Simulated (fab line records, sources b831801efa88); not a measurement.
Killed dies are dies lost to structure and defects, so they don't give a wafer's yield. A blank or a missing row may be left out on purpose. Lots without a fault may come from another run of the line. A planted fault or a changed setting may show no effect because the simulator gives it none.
Which tool did it? | flow sfq_line | 14 lots, 42 wafers sampled, at 1 step of a route of 325

WHAT THE GAUGES READ, wafer by wafer
The record holds no reading of a measuring or inspecting step that can be judged against a usual standard deviation.

WHICH TOOL RAN EACH LOT (tool, then ch and the chambers of the sampled wafers, then the start)
lot  | SFQ_TRILAYER_I5_LITHO_EXPOSE_145
L100 | krf_scanner-01 ch 0, day 67 15:14
L102 | krf_scanner-01 ch 0, day 67 20:50
L104 | krf_scanner-01 ch 0, day 68 01:50
L105 | krf_scanner-01 ch 0, day 68 03:26
L109 | krf_scanner-01, day 68 16:26
L110 | krf_scanner-01, day 68 19:50
L111 | krf_scanner-01 ch 0, day 69 12:50
L112 | krf_scanner-01 ch 0, day 69 16:14
L113 | krf_scanner-01 ch 0, day 69 19:50
L115 | krf_scanner-01 ch 0, day 70 08:50
L116 | krf_scanner-01 ch 0, day 70 11:26
L118 | krf_scanner-01 ch 0, day 70 17:14
L120 | krf_scanner-02 ch 0, day 71 05:52
L121 | krf_scanner-02 ch 0, day 71 09:16
- SFQ_TRILAYER_I5_LITHO_EXPOSE_145: exposes mask I5, target cd 700 nm.

WHAT THE TOOLS THEMSELVES READ (means of the sampled wafers that have a number; where no wafer has one, the mark that the record gives instead)
SFQ_TRILAYER_I5_LITHO_EXPOSE_145. Usual: exposure_dose_mJ_cm2 21.299, standard deviation 0.022; focus_offset_nm -0.1 nm, standard deviation 0.53.
lot  | tool           | exposure_dose_mJ_cm2 | focus_offset_nm (nm) | flag
L100 | krf_scanner-01 | 21.321               | -0.4                 |
L102 | krf_scanner-01 | 21.295               | 0.2                  |
L104 | krf_scanner-01 | 21.284               | 0.2                  |
L105 | krf_scanner-01 | 21.272               | 0.1                  |
L109 | krf_scanner-01 | -                    | -                    | OFF
L110 | krf_scanner-01 | -                    | -                    | OFF
L111 | krf_scanner-01 | 21.260               | 0.3                  |
L112 | krf_scanner-01 | 21.329               | 0.4                  |
L113 | krf_scanner-01 | 21.294               | 0.2                  |
L115 | krf_scanner-01 | 21.311               | 0.1                  |
L116 | krf_scanner-01 | 21.299               | -0.4                 |
L118 | krf_scanner-01 | 21.297               | 0.0                  |
L120 | krf_scanner-02 | 21.292               | -0.3                 |
L121 | krf_scanner-02 | 21.286               | 0.1                  |

THE ANSWER, worked out from the rows above alone
Rule: a lot is off if the mean of its wafers that have a number lies more than 3 standard deviations from the usual mean. A lot without any number at a reading at which 4 lots or more have one is off too. The other lots that the step has rows for count as sound. The gauges are gone through in route order, then the tools' own readings, and for those a lot's mean is taken as printed above. The first step at which some lot is off is used, and at that step the reading that is off furthest; a lot without a number counts as furthest.
Off: L109, L110, at SFQ_TRILAYER_I5_LITHO_EXPOSE_145 (exposure_dose_mJ_cm2). Without a number there: L109, L110.
A tool fits if, at that step or a process step before it, it ran every lot that is off, and no sound lot after the first of them. None of those tried fits.

WHAT THE SIMULATOR HAD PUT IN
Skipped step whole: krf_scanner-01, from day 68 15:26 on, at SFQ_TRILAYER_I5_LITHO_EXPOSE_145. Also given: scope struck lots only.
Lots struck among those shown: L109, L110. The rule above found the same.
